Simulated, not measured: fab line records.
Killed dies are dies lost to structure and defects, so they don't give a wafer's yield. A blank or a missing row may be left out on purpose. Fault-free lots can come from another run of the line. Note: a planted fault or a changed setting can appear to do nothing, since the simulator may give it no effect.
The tool behind it: which one? -- flow sfqLine -- 14 lots, 42 wafers sampled, at 3 steps of a route of 325

WHAT THE GAUGES SHOWED, per wafer
SFQ_M2_RS_MEAS_914: a four-point-probe measurement. Usual: for M2_NB_RS the level is 0.890 ohm/sq and the standard deviation is 0.0096.
lot,measured,on,M2_NB_RS (ohm/sq),flag
L348,day 24 05:02,filmMetro-04,0.902 0.907 0.901,
L350,day 25 11:16,filmMetro-01,0.909 0.885 0.897,
L352,day 25 17:52,filmMetro-04,0.901 0.901 0.888,
L353,day 26 03:28,filmMetro-01,0.889 0.880 0.888,
L355,day 27 12:52,filmMetro-01,0.895 0.885 0.882,
L359,day 28 20:00,filmMetro-02,0.899 0.906 0.891,
L360,day 28 23:49,filmMetro-02,0.896 0.913 0.898,
L362,day 29 12:51,filmMetro-02,0.883 0.888 0.873,
L364,day 29 22:31,filmMetro-01,- - -,OFF
L365,day 30 08:05,filmMetro-04,- - -,OFF
L366,day 36 21:05,filmMetro-04,0.890 0.894 0.881,
L367,day 36 23:29,filmMetro-01,0.884 0.876 0.876,
L370,day 38 00:59,filmMetro-01,0.878 0.880 0.885,
L371,day 38 20:59,filmMetro-02,0.883 0.889 0.895,

WHAT TOOL EACH LOT RAN ON (gives the tool, then ch and the chambers of the sampled wafers, and finally the start)
lot,SFQ_TRILAYER_I0_VIA_BARC_OPEN_VIA_ETCH_046,SFQ_TRILAYER_M2_DEP_SPUTTER_055
L348,"rieDiel-01 ch 0,1,3, day 17 09:15","pvdSputter-03, day 24 04:53"
L350,"rieDiel-01 ch 1,2, day 18 21:17","pvdSputter-04, day 25 11:08"
L352,"rieDiel-01 ch 1,2, day 19 09:17","pvdSputter-04, day 25 17:44"
L353,"rieDiel-03 ch 1,2, day 19 17:41","pvdSputter-06, day 26 03:20"
L355,"rieDiel-03 ch 0,2,3, day 20 13:50","pvdSputter-03, day 27 12:46"
L359,"rieDiel-01 ch 0,1,2, day 22 01:23","pvdSputter-04, day 28 19:53"
L360,"rieDiel-03 ch 0,2,3, day 22 04:59","pvdSputter-04, day 28 23:41"
L362,"rieDiel-03 ch 0,3, day 23 04:59","pvdSputter-06, day 29 12:46"
L364,"rieDiel-01 ch 0,1,3, day 23 14:35","pvdSputter-06, day 29 22:22"
L365,"rieDiel-03 ch 1,3, day 24 03:47","pvdSputter-04, day 30 08:00"
L366,"rieDiel-01 ch 0,1,2, day 24 12:11","pvdSputter-03, day 36 20:59"
L367,"rieDiel-01 ch 1,3, day 24 19:23","pvdSputter-04, day 36 23:22"
L370,"rieDiel-04 ch 0,1,3, day 26 03:29","pvdSputter-06, day 38 00:52"
L371,"rieDiel-04 ch 0,1,3, day 26 21:29","pvdSputter-03, day 38 20:52"
- SFQ_TRILAYER_I0_VIA_BARC_OPEN_VIA_ETCH_046: etches BARC in O2, target depth 125 nm, time 41.7 s.
- SFQ_TRILAYER_M2_DEP_SPUTTER_055: material Nb, target thk 200 nm, time 133.3 s.

AS READ BY THE TOOLS THEMSELVES (means over the sampled wafers that have a number; for cases with no such wafer, the mark the record gives instead)
SFQ_TRILAYER_I0_VIA_BARC_OPEN_VIA_ETCH_046. Usual: drypumpMotorCurrentA 5.6 A, standard deviation 0.56; oesProductAu 0.685 a.u., standard deviation 0.0048; rfFwdPowerW 494.3 W, standard deviation 2.1.
lot,tool,drypumpMotorCurrentA (A),oesProductAu (a.u.),rfFwdPowerW (W),flag
L348,rieDiel-01,5.2,0.681,494.3,
L350,rieDiel-01,5.8,0.685,494.5,
L352,rieDiel-01,5.8,0.686,494.2,
L353,rieDiel-03,5.9,0.680,495.8,
L355,rieDiel-03,5.7,0.687,495.5,
L359,rieDiel-01,5.4,0.683,494.1,
L360,rieDiel-03,5.7,0.688,494.7,
L362,rieDiel-03,5.9,0.682,494.0,
L364,rieDiel-01,5.2,0.682,494.9,
L365,rieDiel-03,6.3,0.690,493.9,
L366,rieDiel-01,5.4,0.691,495.2,
L367,rieDiel-01,5.5,0.688,496.2,
L370,rieDiel-04,6.0,0.684,492.8,
L371,rieDiel-04,6.0,0.685,493.0,

SFQ_TRILAYER_M2_DEP_SPUTTER_055. Usual: basePressurePa 1.35e-06 Pa, standard deviation 8.8e-08; cathodeDcPowerW 2000.0 W, standard deviation 0.38; throttleValvePct 29.9 %, standard deviation 0.68.
lot,tool,basePressurePa (Pa),cathodeDcPowerW (W),throttleValvePct (%),flag
L348,pvdSputter-03,1.36e-06,2000.0,30.1,
L350,pvdSputter-04,1.35e-06,2000.0,29.5,
L352,pvdSputter-04,1.36e-06,2000.5,30.4,
L353,pvdSputter-06,1.34e-06,1999.8,29.8,
L355,pvdSputter-03,1.25e-06,2000.0,30.3,
L359,pvdSputter-04,1.37e-06,2000.1,29.6,
L360,pvdSputter-04,1.36e-06,2000.3,30.2,
L362,pvdSputter-06,1.31e-06,1999.8,29.9,
L364,pvdSputter-06,-,-,-,OFF
L365,pvdSputter-04,-,-,-,OFF
L366,pvdSputter-03,1.31e-06,2000.0,30.3,
L367,pvdSputter-04,1.40e-06,2000.1,29.2,
L370,pvdSputter-06,1.37e-06,1999.8,29.8,
L371,pvdSputter-03,1.35e-06,2000.3,30.1,

THE ANSWER, worked out from the rows above alone
Rule: take the mean of a lot's wafers that have a number; if it is more than 3 standard deviations from the usual mean, the lot is off. Also off: a lot with no number at a reading for which 4 or more lots have one. Where the step has rows for the other lots, those lots are counted as sound. The gauges are gone through in route order, then the tools' own readings, and for those a lot's mean is taken as printed above. The first step at which some lot is off is used, and at that step the reading that is off furthest; a lot without a number counts as furthest.
Off: L364, L365, at SFQ_M2_RS_MEAS_914 (M2_NB_RS). Without a number there: L364, L365.
If a tool, at a process step before that reading, ran all the lots that are off and no sound lot after the first of them, it fits. Not tried: the gauges at SFQ_M2_RS_MEAS_914; whatever is off there is also off at SFQ_TRILAYER_M2_DEP_SPUTTER_055, on other tools, and gauge error can't account for it. No candidate that was tried fits.

WHAT THE SIMULATOR HAD PUT IN
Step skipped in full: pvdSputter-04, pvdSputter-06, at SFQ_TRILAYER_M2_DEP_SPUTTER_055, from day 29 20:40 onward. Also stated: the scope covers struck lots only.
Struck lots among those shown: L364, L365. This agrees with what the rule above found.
